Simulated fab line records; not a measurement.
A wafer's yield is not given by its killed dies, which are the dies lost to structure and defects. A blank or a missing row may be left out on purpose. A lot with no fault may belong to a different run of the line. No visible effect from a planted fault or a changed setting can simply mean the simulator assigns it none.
fab line records	flow sky130
[record] lots = 5	wafers = 15	last_day = 50
route steps=708 shown LOCAL_INTERCONNECT@391 CONTACT@406 PAD_OPEN@708
lots that met no fault: from a run of the same line without faults
start_h: the number of hours between the record's first day and the start of the first shown wafer of the lot	wait_h: hours since the lot's step before	" unchanged from the row above	L1.1+2: a single row standing in for several wafers	- no value present, or no start provided	* or withheld: withheld	< > ~ a bound
route shown NAME@n: a module of which the file shows steps, and the number in the route of the first	usual: average and standard deviation across the fault-free wafers	same: alike in all rows	chamber/n: place in a boat	sites: the reading at each site	_std_site: standard deviation across them	_edge_site: outer sites' mean less inner sites'	radius_mm: how far each site lies from the wafer's centre	mask NAME#n: copy n	behind: the last tool/chamber to shape the wafer	hold: why the lot went on hold/how many hours it stayed there/how the hold came to an end	device: the n, p or np transistor that did not switch	end of line: tests run on the same wafers once the route is complete	where a step has no rows: the recipe by itself	killed: the dies lost at the first sort to structure and to defects; this is not the yield of the wafer	map: a wafer's dies, marking killed ones x, the rest . and places with no die _
set.NAME: the run value of the setting; set.NAME@STEP: its run value at that earlier step	model.NAME: the simulator's own value behind a step, which no gauge read
a table for each step, a row for each wafer; lots at some steps of the route
services: from which hour (start_h, from the record's first day; less than 0 if before it) a tool's chamber was out of use, for how many hours, and why
[[steps]]
[step SKY_LOCAL_INTERCONNECT_HMDS_04]
[recipe] prime_time_s = 60	prime_temp_c = 120
[step SKY_LOCAL_INTERCONNECT_COAT_05]
[recipe] resist = BARC	temp_c = withheld	time_s = withheld	spin_rpm = 3000	resist_thk_nm = 60
[step SKY_LOCAL_INTERCONNECT_COAT_06]
[recipe] resist = KrF-thick	spin_rpm = 3000	resist_thk_nm = 450
[step SKY_LOCAL_INTERCONNECT_SOFTBAKE_07]
[recipe] temp_c = 100	time_s = 90	resist = KrF-thick
[step SKY_LOCAL_INTERCONNECT_EXPOSE_08]
[recipe] mask_id = LI1M	na = 0.8	source_shape = annular	sigma_inner = 0.55	sigma_outer = 0.85	target_cd_nm = 170	dose_mj = 28
[step SKY_LOCAL_INTERCONNECT_PEB_09]
[recipe] peb_temp_c = withheld	peb_time_s = withheld	resist = KrF-thick
[step SKY_LOCAL_INTERCONNECT_DEVELOP_10]
[recipe] develop_time_s = 60	resist = KrF-thick	dev_temp_c = 21
[step SKY_LOCAL_INTERCONNECT_CD_MEAS_11]
[recipe] target_cd_nm = 170
[usual] cd_nm = 169.8/1.2
lot.wafer	tool	chamber	start_h	wait_h	cd_nm
L804.3	cd_sem-02	-	722.12	-	171.4
L804.4	"	-	"	"	170.6
L804.6	"	-	"	"	169.8
L813.2	cd_sem-02	-	795.51	-	169.7
L813.3	"	-	"	"	171.1
L813.4	"	-	"	"	170.6
L814.1	cd_sem-02	-	803.44	-	170.3
L814.2	"	-	"	"	169.1
L814.5	"	-	"	"	168.0
L817.1	cd_sem-02	-	838.10	-	167.9
L817.2	"	-	"	"	167.1
L817.3	"	-	"	"	168.6
L822.3	cd_sem-02	-	865.59	-	168.8
L822.4	"	-	"	"	168.4
L822.6	"	-	"	"	169.5
[step SKY_LOCAL_INTERCONNECT_OVL_MEAS_12]
[usual] LOCAL_INTERCONNECT_OVL = 0/5.7
lot.wafer	tool	chamber	start_h	wait_h	LOCAL_INTERCONNECT_OVL[nm]
L804.3	overlay-01	-	722.21	0.1	-1
L804.4	"	-	"	"	-3
L804.6	"	-	"	"	-5
L813.2	overlay-01	-	795.61	0.1	9
L813.3	"	-	"	"	10
L813.4	"	-	"	"	12
L814.1	overlay-01	-	803.56	0.1	-1
L814.2	"	-	"	"	-1
L814.5	"	-	"	"	-5
L817.1	overlay-02	-	838.22	0.1	2
L817.2	"	-	"	"	-2
L817.3	"	-	"	"	-5
L822.3	overlay-02	-	865.68	0.1	-2
L822.4	"	-	"	"	4
L822.6	"	-	"	"	3
[step SKY_LOCAL_INTERCONNECT_ETCH_13]
[recipe] chemistry = N2/H2	target = BARC	ion_energy_ev = 200	bias_w = 100	pressure_mtorr = 30	n2_flow_sccm = 100	h2_flow_sccm = 200	icp_w = 500	stop_on = SiO2	time_s = 45.9	target_depth_a = 600
[usual] drypump_motor_current_A = 5.9/0.38	oes_product_au = 0.855/0.0052	throttle_valve_pct = 13.224/0.01
lot.wafer	tool	chamber	start_h	wait_h	drypump_motor_current_A	oes_product_au	rf_hours_counter_h	throttle_valve_pct
L804.3	rie_metal-01	1	722.26	0.0	6.0	0.849	-	13.222
L804.4	"	0	"	"	6.2	0.856	-	13.216
L804.6	"	0	"	"	6.2	0.850	-	13.225
L813.2	rie_metal-04	1	795.64	0.0	5.8	0.850	5	13.223
L813.3	"	0	"	"	5.4	0.848	-	13.213
L813.4	"	1	"	"	5.9	0.854	-	13.214
L814.1	rie_metal-04	1	803.59	0.0	5.8	0.856	5	13.241
L814.2	"	0	"	"	5.4	0.870	4	13.226
L814.5	"	1	"	"	5.9	0.858	-	13.234
L817.1	rie_metal-02	1	838.26	0.0	6.6	0.854	2	13.235
L817.2	"	0	"	"	5.8	0.863	9	13.238
L817.3	"	1	"	"	6.6	0.853	-	13.220
L822.3	rie_metal-02	0	865.73	0.0	5.8	0.854	-	13.229
L822.4	"	1	"	"	6.6	0.857	-	13.219
L822.6	"	0	"	"	5.8	0.851	-	13.207
[step SKY_LOCAL_INTERCONNECT_METAL_ETCH_14]
[recipe] target_depth_nm = 110	stop_on = PSG	chemistry = Cl2/BCl3	target = TiN	resist_sidewall_deg = 88	pressure_mtorr = 10	icp_w = 900	bias_w = 48.5	Cl2_flow_sccm = 60	bcl3_flow_sccm = 30	time_s = 31.4
[step SKY_LOCAL_INTERCONNECT_STRIP_15]
[recipe] chemistry = O2/N2	power_w = 1400	pressure_mtorr = 1500	platen_temp_c = withheld	o2_flow_sccm = 3000	n2_flow_sccm = 300	overash_fraction = 0.5
[usual] drypump_motor_current_A = 5.8/0.45	oes_product_au = 0.427/0.0045	strip_time_to_endpoint_s = 4.727/0.018
lot.wafer	tool	chamber	start_h	wait_h	drypump_motor_current_A	oes_product_au	rf_hours_counter_h	strip_time_to_endpoint_s
L804.3	plasma_asher-01	1	722.38	0.1	5.7	0.432	-	4.770
L804.4	"	0	"	"	5.1	0.433	-	4.753
L804.6	"	0	"	"	5.1	0.428	-	4.742
L813.2	plasma_asher-01	1	795.76	0.0	5.7	0.432	99	4.737
L813.3	"	1	"	"	5.7	0.429	-	4.716
L813.4	"	0	"	"	5.1	0.433	-	4.744
L814.1	plasma_asher-02	0	803.71	0.0	5.3	0.425	37	4.743
L814.2	"	1	"	"	6.1	0.425	37	4.731
L814.5	"	1	"	"	6.1	0.429	-	4.763
L817.1	plasma_asher-02	1	838.37	0.0	6.1	0.422	41	4.710
L817.2	"	0	"	"	5.3	0.430	41	4.712
L817.3	"	1	"	"	6.1	0.414	-	4.698
L822.3	plasma_asher-02	0	865.86	0.1	5.3	0.428	-	4.723
L822.4	"	1	"	"	6.1	0.426	-	4.689
L822.6	"	1	"	"	6.1	0.426	-	4.708
[step SKY_LOCAL_INTERCONNECT_STRIP_16]
[recipe] chemistry = post_etch_residue_remover	time_s = 1200	temp_c = 72.5
lot.wafer	tool	chamber	start_h	wait_h
L804.3+4+6	wet_bench-03	2	722.45	0.0
L813.2+3+4	wet_bench-03	3	795.86	0.1
L814.1+2+5	wet_bench-02	0	803.81	0.1
L817.1+2+3	wet_bench-02	1	838.47	0.1
L822.3+4+6	wet_bench-01	0	865.92	0.0
[step SKY_LOCAL_INTERCONNECT_CLEAN_17]
[recipe] chemistry = IPA	time_s = 180	temp_c = 25
[step SKY_LOCAL_INTERCONNECT_CLEAN_18]
[recipe] chemistry = O3/DIW	dry = n2_spin
[step SKY_CONTACT_CVD_00]
[recipe] material = Si3N4	target_thk_nm = 75	temp_c = 400	time_s = withheld	rf_w = 450
[step SKY_CONTACT_THK_MEAS_01]
[recipe] reads = Si3N4_of_CONTACT_CVD_00
[usual] CONTACT_CVD_00_THK = 75.2/1
lot.wafer	tool	chamber	start_h	wait_h	CONTACT_CVD_00_THK[nm]
L804.3	film_metro-01	-	722.99	-	74.1
L804.4	"	-	"	"	76.0
L804.6	"	-	"	"	75.7
L813.2	film_metro-04	-	796.39	-	75.1
L813.3	"	-	"	"	75.3
L813.4	"	-	"	"	75.7
L814.1	film_metro-04	-	804.33	-	74.4
L814.2	"	-	"	"	74.8
L814.5	"	-	"	"	75.8
L817.1	film_metro-03	-	839.01	-	74.6
L817.2	"	-	"	"	73.8
L817.3	"	-	"	"	75.9
L822.3	film_metro-03	-	866.53	-	73.3
L822.4	"	-	"	"	76.2
L822.6	"	-	"	"	74.5
[step SKY_CONTACT_HDPCVD_02]
[recipe] material = SiO2	target_thk_nm = 565	sigma_open_frac = 0.3	time_s = 94.2	temp_c = 600	sih4_flow_sccm = 60	pressure_mtorr = 6
[step SKY_CONTACT_THK_MEAS_03]
[recipe] reads = SiO2_of_CONTACT_HDPCVD_02
[usual] CONTACT_HDPCVD_THK = 563/5.7
lot.wafer	tool	chamber	start_h	wait_h	CONTACT_HDPCVD_THK[nm]
L804.3	film_metro-03	-	723.12	0.1	559
L804.4	"	-	"	"	558
L804.6	"	-	"	"	553
L813.2	film_metro-01	-	796.52	0.0	565
L813.3	"	-	"	"	564
L813.4	"	-	"	"	566
L814.1	film_metro-03	-	804.46	0.0	558
L814.2	"	-	"	"	560
L814.5	"	-	"	"	559
L817.1	film_metro-04	-	839.14	0.0	572
L817.2	"	-	"	"	577
L817.3	"	-	"	"	568
L822.3	film_metro-04	-	866.66	0.1	567
L822.4	"	-	"	"	563
L822.6	"	-	"	"	567
[step SKY_CONTACT_CMP_04]
[recipe] material = SiO2	down_force_psi = 4	platen_rpm = 60	pad_velocity_m_s = 0.94248
[step SKY_CONTACT_BOW_MEAS_05]
[recipe] mode = bow
[usual] CONTACT_BOW = 82/6.6
lot.wafer	tool	chamber	start_h	wait_h	CONTACT_BOW[um]
L804.3	film_metro-03	-	723.79	0.2	74
L804.4	"	-	"	"	90
L804.6	"	-	"	"	90
L813.2	film_metro-01	-	796.89	0.1	75
L813.3	"	-	"	"	87
L813.4	"	-	"	"	81
L814.1	film_metro-01	-	804.82	0.1	82
L814.2	"	-	"	"	78
L814.5	"	-	"	"	83
L817.1	film_metro-03	-	839.50	0.1	81
L817.2	"	-	"	"	88
L817.3	"	-	"	"	75
L822.3	film_metro-04	-	867.04	0.2	88
L822.4	"	-	"	"	79
L822.6	"	-	"	"	80
[step SKY_CONTACT_DEHYDRATE_06]
[recipe] temp_c = 200	time_s = 60
[step SKY_CONTACT_HMDS_07]
[recipe] prime_time_s = 60	prime_temp_c = 120
[step SKY_CONTACT_COAT_08]
[recipe] resist = BARC	temp_c = withheld	time_s = withheld	spin_rpm = 3000	resist_thk_nm = 60
[step SKY_CONTACT_COAT_09]
[recipe] resist = KrF-thick	spin_rpm = 3000	resist_thk_nm = 450
[step SKY_CONTACT_SOFTBAKE_10]
[recipe] temp_c = 100	time_s = 90	resist = KrF-thick
[step SKY_CONTACT_EXPOSE_11]
[recipe] mask_id = CTM1	na = 0.8	source_shape = annular	sigma_inner = 0.55	sigma_outer = 0.85	target_cd_nm = 170	dose_mj = 38
[step SKY_CONTACT_PEB_12]
[recipe] peb_temp_c = withheld	peb_time_s = withheld	resist = KrF-thick
[step SKY_CONTACT_DEVELOP_13]
[recipe] develop_time_s = 60	resist = KrF-thick	dev_temp_c = 21
[step SKY_CONTACT_CD_MEAS_14]
[recipe] target_cd_nm = 170
[usual] cd_nm = 170.2/1.5
lot.wafer	tool	chamber	start_h	wait_h	cd_nm
L804.3	cd_sem-01	-	751.61	-	169.8
L804.4	"	-	"	"	170.8
L804.6	"	-	"	"	169.3
L813.2	cd_sem-01	-	822.44	-	167.9
L813.3	"	-	"	"	168.4
L813.4	"	-	"	"	168.9
L814.1	cd_sem-02	-	831.28	-	169.0
L814.2	"	-	"	"	168.7
L814.5	"	-	"	"	169.0
L817.1	cd_sem-01	-	865.42	-	170.2
L817.2	"	-	"	"	170.1
L817.3	"	-	"	"	169.9
L822.3	cd_sem-01	-	892.99	-	170.6
L822.4	"	-	"	"	170.3
L822.6	"	-	"	"	170.4
[step SKY_CONTACT_OVL_MEAS_15]
[usual] CONTACT_OVL = -5/5
lot.wafer	tool	chamber	start_h	wait_h	CONTACT_OVL[nm]
L804.3	overlay-02	-	751.70	0.1	6
L804.4	"	-	"	"	-12
L804.6	"	-	"	"	-8
L813.2	overlay-02	-	822.55	0.1	0
L813.3	"	-	"	"	-5
L813.4	"	-	"	"	-2
L814.1	overlay-02	-	831.40	0.1	4
L814.2	"	-	"	"	-2
L814.5	"	-	"	"	2
L817.1	overlay-01	-	865.54	0.1	-9
L817.2	"	-	"	"	-9
L817.3	"	-	"	"	-3
L822.3	overlay-01	-	893.09	0.1	-1
L822.4	"	-	"	"	-12
L822.6	"	-	"	"	4
[step SKY_CONTACT_ETCH_16]
[recipe] chemistry = N2/H2	target = BARC	ion_energy_ev = 200	source_w = 500	bias_w = 100	pressure_mtorr = 30	n2_flow_sccm = 100	h2_flow_sccm = 200	stop_on = SiO2	time_s = 45.9	target_depth_a = 600
[usual] drypump_motor_current_A = 5.6/0.31	oes_product_au = 0.854/0.0046	throttle_valve_pct = 13.224/0.0091
lot.wafer	tool	chamber	start_h	wait_h	drypump_motor_current_A	oes_product_au	rf_hours_counter_h	throttle_valve_pct
L804.3	rie_diel-04	3	751.73	0.0	5.4	0.848	33	13.219
L804.4	"	0	"	"	5.9	0.851	5	13.243
L804.6	"	0	"	"	5.9	0.850	-	13.226
L813.2	rie_diel-03	1	822.58	0.0	5.4	0.860	15	13.225
L813.3	"	3	"	"	5.6	0.853	22	13.221
L813.4	"	2	"	"	5.5	0.859	10	13.210
L814.1	rie_diel-04	3	831.44	0.0	5.3	0.848	0	13.211
L814.2	"	0	"	"	5.9	0.849	7	13.216
L814.5	"	3	"	"	5.4	0.857	-	13.213
L817.1	rie_diel-02	2	865.58	0.0	6.0	0.855	9	13.224
L817.2	"	3	"	"	5.5	0.862	1	13.234
L817.3	"	1	"	"	5.1	0.861	23	13.238
L822.3	rie_diel-04	1	893.11	0.0	6.2	0.858	13	13.230
L822.4	"	0	"	"	5.9	0.854	9	13.220
L822.6	"	0	"	"	5.9	0.854	-	13.224
[step SKY_CONTACT_ETCH_17]
[recipe] target = SiO2	chemistry = C4F8/O2/Ar	stop_on = Si3N4	mask_material = KrF-thick	source_w = 1500	bias_w = 1200	pressure_mtorr = 40	c4f8_flow_sccm = withheld	O2_flow_sccm = 6	Ar_flow_sccm = 300	time_s = withheld	target_depth_a = 3400
[usual] oes_product_au = 0.891/0.0047
lot.wafer	tool	chamber	start_h	wait_h	oes_product_au
L804.3	rie_diel-04	3	751.77	0.0	0.891
L804.4	"	0	"	"	0.888
L804.6	"	0	"	"	0.899
L813.2	rie_diel-03	1	822.62	0.0	0.892
L813.3	"	3	"	"	0.894
L813.4	"	2	"	"	0.884
L814.1	rie_diel-04	3	831.48	0.0	0.895
L814.2	"	0	"	"	0.890
L814.5	"	3	"	"	0.894
L817.1	rie_diel-02	2	865.62	0.0	0.891
L817.2	"	3	"	"	0.892
L817.3	"	1	"	"	0.898
L822.3	rie_diel-04	1	893.15	0.0	0.885
L822.4	"	0	"	"	0.884
L822.6	"	0	"	"	0.886
[step SKY_CONTACT_ETCH_18]
[recipe] target = Si3N4	chemistry = CHF3/O2	stop_on = TiN	source_w = 600	bias_w = 200	pressure_mtorr = 40	chf3_flow_sccm = 50	O2_flow_sccm = 5	time_s = 39	target_depth_a = 750
[usual] O2_flow_sccm = 5.001/0.014	drypump_motor_current_A = 5.5/0.31	oes_product_au = 0.856/0.0082	throttle_valve_pct = 8.793/0.0081
lot.wafer	tool	chamber	start_h	wait_h	O2_flow_sccm	drypump_motor_current_A	oes_product_au	rf_hours_counter_h	throttle_valve_pct
L804.3	rie_diel-04	3	-	-	5.000	5.3	0.856	33	8.787
L804.4	"	0	"	"	5.003	5.9	0.859	5	8.798
L804.6	"	0	"	"	4.981	5.9	0.859	-	8.786
L813.2	rie_diel-03	1	-	-	4.987	5.4	0.853	15	8.797
L813.3	"	3	"	"	5.007	5.6	0.865	22	8.786
L813.4	"	2	"	"	5.012	5.5	0.856	10	8.811
L814.1	rie_diel-04	3	-	-	5.021	5.3	0.857	0	8.803
L814.2	"	0	"	"	5.023	5.9	0.855	7	8.790
L814.5	"	3	"	"	5.012	5.3	0.857	-	8.795
L817.1	rie_diel-02	2	-	-	5.000	6.0	0.852	9	8.795
L817.2	"	3	"	"	4.993	5.5	0.851	1	8.790
L817.3	"	1	"	"	5.014	5.1	0.858	23	8.805
L822.3	rie_diel-04	1	-	-	4.994	6.1	0.832	13	8.796
L822.4	"	0	"	"	5.016	5.9	0.864	9	8.780
L822.6	"	0	"	"	5.018	5.9	0.847	-	8.800
[step SKY_CONTACT_STRIP_19]
[recipe] chemistry = O2/N2	power_w = 1400	pressure_mtorr = 1500	platen_temp_c = withheld	o2_flow_sccm = 3000	n2_flow_sccm = 300	overash_fraction = 0.5
[step SKY_CONTACT_STRIP_20]
[recipe] chemistry = post_etch_residue_remover	time_s = 1200	temp_c = 72.5
[step SKY_CONTACT_CLEAN_21]
[recipe] chemistry = IPA	time_s = 180	temp_c = 25
[step SKY_CONTACT_CLEAN_22]
[recipe] chemistry = O3/DIW	dry = n2_spin
[step SKY_CONTACT_SPUTTER_23]
[recipe] material = TiN	target_thk_nm = 20	chamber_pressure_pa = 5	power_w = 4000	time_s = 80
[step SKY_CONTACT_CVD_24]
[recipe] material = W	target_thk_nm = 340	time_s = 102.12	temp_c = 400	pressure_torr = 40
[step SKY_CONTACT_RS_MEAS_25]
[recipe] thk_meas_gauge = four-point-probe	reads = W_of_CONTACT_CVD_24+TiN_of_CONTACT_SPUTTER_23
[usual] CONTACT_W_RS = 0.338/0.0041
lot.wafer	tool	chamber	start_h	wait_h	CONTACT_W_RS[ohm/sq]
L804.3	film_metro-01	-	752.72	0.1	0.343
L804.4	"	-	"	"	0.335
L804.6	"	-	"	"	0.343
L813.2	film_metro-03	-	823.52	0.1	0.335
L813.3	"	-	"	"	0.332
L813.4	"	-	"	"	0.342
L814.1	film_metro-01	-	832.33	0.1	0.341
L814.2	"	-	"	"	0.338
L814.5	"	-	"	"	0.337
L817.1	film_metro-03	-	866.57	0.1	0.335
L817.2	"	-	"	"	0.337
L817.3	"	-	"	"	0.333
L822.3	film_metro-03	-	894.04	0.1	0.335
L822.4	"	-	"	"	0.342
L822.6	"	-	"	"	0.333
[step SKY_CONTACT_THK_MEAS_26]
[recipe] thk_meas_gauge = xrf	reads = W_of_CONTACT_CVD_24
[usual] CONTACT_W_THK = 348/7
lot.wafer	tool	chamber	start_h	wait_h	CONTACT_W_THK[nm]
L804.3	film_metro-01	-	752.82	0.1	334
L804.4	"	-	"	"	341
L804.6	"	-	"	"	333
L813.2	film_metro-03	-	823.63	0.1	354
L813.3	"	-	"	"	356
L813.4	"	-	"	"	343
L814.1	film_metro-01	-	832.45	0.1	343
L814.2	"	-	"	"	343
L814.5	"	-	"	"	346
L817.1	film_metro-03	-	866.69	0.1	355
L817.2	"	-	"	"	355
L817.3	"	-	"	"	360
L822.3	film_metro-03	-	894.14	0.1	354
L822.4	"	-	"	"	347
L822.6	"	-	"	"	357
[step SKY_PAD_OPEN_PROBE_99]
[usual] killed_at_M0_to_M3 = 42/6.4	killed_at_M4_up = 3.0/2	killed_at_contacts = 24/5.2	killed_at_front_end = 14/4.2	killed_at_other = 0.4/0.72	killed_dies = 84/9	killed_open = 46/6.6	killed_short = 38/6
[same] gross_dies = 492	killed_at_back_side = 0
lot.wafer	tool	chamber	start_h	wait_h	killed_at_M0_to_M3	killed_at_M4_up	killed_at_contacts	killed_at_front_end	killed_at_other	killed_dies	killed_open	killed_short
L813.2	prober-02	-	1143.30	0.1	42	3	27	18	2	92	50	40
L813.3	prober-02	-	1143.35	0.2	46	0	24	17	1	88	51	36
L813.4	prober-02	-	1143.40	0.2	39	2	25	16	0	82	48	34
L817.1	prober-02	-	1172.51	0.1	44	0	79	20	1	144	49	39
L817.2	prober-02	-	1172.56	0.1	37	3	82	17	0	139	42	39
L817.3	prober-02	-	1172.61	0.2	45	2	87	12	0	146	44	48
L822.3	prober-02	-	1191.72	0.2	38	5	23	18	0	84	40	44
L822.4	prober-02	-	1191.77	0.2	30	0	33	14	0	77	43	34
L822.6	prober-02	-	1191.87	0.2	36	2	29	20	0	87	50	37
// killed by level:class
L813.2 CONTACT:geometric_particle:open=12 VIA2:geometric_particle:open=8 VIA1:geometric_particle:short=7 LI_CONTACT:geometric_particle:open=6 VIA1:geometric_particle:open=6 METAL2:geometric_particle:short=6 VIA3:geometric_particle:open=5 POLY_GATE:geometric_particle:open=4
L813.3 VIA1:geometric_particle:open=11 METAL2:geometric_particle:short=9 CONTACT:geometric_particle:open=9 LI_CONTACT:geometric_particle:open=8 VIA3:geometric_particle:open=8 POLY_GATE:geometric_particle:short=5 VIA2:geometric_particle:open=5 FIELD_ISO:geometric_particle:open=4
L813.4 VIA1:geometric_particle:open=11 CONTACT:geometric_particle:open=9 VIA2:geometric_particle:open=7 CONTACT:geometric_particle:short=6 LI_CONTACT:geometric_particle:open=6 FIELD_ISO:geometric_particle:short=4 FIELD_ISO:geometric_particle:open=4 LOCAL_INTERCONNECT:geometric_particle:short=4
L817.1 LOCAL_INTERCONNECT:unspecified=56 CONTACT:geometric_particle:open=10 VIA3:geometric_particle:open=8 LI_CONTACT:geometric_particle:open=7 VIA1:geometric_particle:short=6 VIA1:geometric_particle:open=6 METAL3:geometric_particle:short=5 METAL1:geometric_particle:short=5
L817.2 LOCAL_INTERCONNECT:unspecified=58 CONTACT:geometric_particle:open=9 VIA1:geometric_particle:open=8 LI_CONTACT:geometric_particle:open=7 LOCAL_INTERCONNECT:geometric_particle:short=6 VIA1:geometric_particle:short=6 VIA2:geometric_particle:open=6 METAL1:geometric_particle:short=5
L817.3 LOCAL_INTERCONNECT:unspecified=54 VIA1:geometric_particle:open=9 LI_CONTACT:geometric_particle:open=8 CONTACT:geometric_particle:open=8 CONTACT:geometric_particle:short=7 METAL1:geometric_particle:short=6 METAL2:geometric_particle:short=6 LI_CONTACT:geometric_particle:short=5
L822.3 CONTACT:geometric_particle:open=8 VIA2:geometric_particle:open=8 VIA1:geometric_particle:open=7 METAL2:geometric_particle:short=6 FIELD_ISO:geometric_particle:open=5 LOCAL_INTERCONNECT:geometric_particle:short=5 METAL1:geometric_particle:short=5 VIA1:geometric_particle:short=5
L822.4 CONTACT:geometric_particle:open=11 LI_CONTACT:geometric_particle:open=8 VIA1:geometric_particle:open=7 CONTACT:geometric_particle:short=6 POLY_GATE:geometric_particle:short=5 LOCAL_INTERCONNECT:geometric_particle:short=5 METAL2:geometric_particle:short=5 VIA2:geometric_particle:open=4
L822.6 CONTACT:geometric_particle:open=11 LI_CONTACT:geometric_particle:open=9 VIA2:geometric_particle:open=8 FIELD_ISO:geometric_particle:open=6 POLY_GATE:geometric_particle:open=6 METAL2:geometric_particle:short=6 VIA3:geometric_particle:open=5 FIELD_ISO:geometric_particle:short=4
// map L817.3 (x killed, . not)
__________x........._________
________.............._______
______........x...xx.x.x_____
_____.x.....xx......x...x____
____..............x....x..___
___.......x.xx....xx......x__
__..x.xx.....x....x..xxx...._
_.x..................x.......
_..x.x.x.x.....xx............
_......x...xx.x..xx....xx...x
_.....x..xxx................x
_.....xxxxx.x........xx....x.
_x...xxxxxxx.xxx.xx....x....x
_x..xxxxxxxxx.x.....x.....x..
_.x..xxxxxxxx..x....xx..xx.x.
__..xxxxxxxxxx...x.........._
___..xxxxxxxxx.x..x.......x__
____.xx.xx.xx..x..x.......___
_____.xx.xx........xx....____
______........x......x.._____
________.....x......x._______
__________..xxx.x..._________
// map L814.5 (x killed, . not)
__________.........._________
________x.........x..._______
______.......xx........._____
_____......xx......x...x.____
____........x...x.x....x..___
___xx..........x...........__
__......x..x.x...x.x.x......_
_...........x....x.x....x.xx.
_x..............x.x..........
_....x...x.....x....x.x.x....
_....x.x....xx....x.x......xx
_.............x.........xxxxx
_...xx.......................
_x....x...x.x......x.....xx..
_....x...x...x.......x.......
__.........x.....x...x....x._
___.x..x.............xx.x.x__
____x..........xx..x.x....___
_____..x.x..x............____
______...x....x.......x._____
________...........x.._______
__________x....x..x._________
[[services]]
tool	chamber	start_h	hours	kind
rie_diel-02	1	704.63	3.4	repair
rie_diel-02	0	724.29	1.7	repair
rie_metal-02	1	734.07	4.8	repair
rie_metal-02	0	734.46	7.6	repair
rie_metal-01	1	742.96	-	clean
plasma_asher-02	-	745.85	2.8	pm
rie_diel-03	3	753.62	11.4	repair
wet_bench-02	-	760.99	4.4	pm
rie_metal-02	1	766.26	-	clean
rie_metal-02	1	766.26	24.6	scheduled_down
rie_metal-02	1	766.26	24.6	vent_cycle
rie_diel-03	2	780.34	10.8	repair
rie_diel-02	2	781.62	3.8	repair
rie_metal-04	-	792.49	0.7	repair
rie_diel-02	3	800.19	-	clean
rie_diel-02	3	800.19	26.1	scheduled_down
rie_diel-02	3	800.19	26.1	vent_cycle
rie_diel-02	2	806.24	23.3	repair
rie_diel-04	3	808.26	-	clean
rie_diel-04	3	808.26	22.6	scheduled_down
rie_diel-04	3	808.26	22.6	vent_cycle
rie_metal-01	-	810.29	0.5	repair
wet_bench-01	-	868.47	1.9	pm
rie_diel-04	3	881.44	7.2	repair
[[key]]
[first_sign] step = SKY_PAD_OPEN_PROBE_99	reading = killed_at_contacts	direction = up	sigmas = 11	usual = 24	struck = 83
[effect] step = SKY_PAD_OPEN_PROBE_99	reading = killed_dies	direction = up	sigmas = 6.5	usual = 84	struck = 143
met_at SKY_LOCAL_INTERCONNECT_STRIP_16
struck_wafers L817.1,L817.2,L817.3
tester_left_out L817
also_fits SKY_CONTACT_ETCH_16:rie_diel-02,SKY_CONTACT_ETCH_17:rie_diel-02,SKY_CONTACT_ETCH_18:rie_diel-02
[fault] kind = chamber_particle_source	tool = wet_bench-02	chamber = 1	onset_h = 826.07	steps = SKY_LOCAL_INTERCONNECT_STRIP_16	rate_per_visit_cm2 = 1.0387	end_h = 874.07
// tester_left_out: of these lots the tester's yield and bins aren't shown, on N5 and GAA mostly nor the transistor test; their killed dies are dies lost to structure and defects alone, not to doping, threshold or leakage, so they don't give the yield
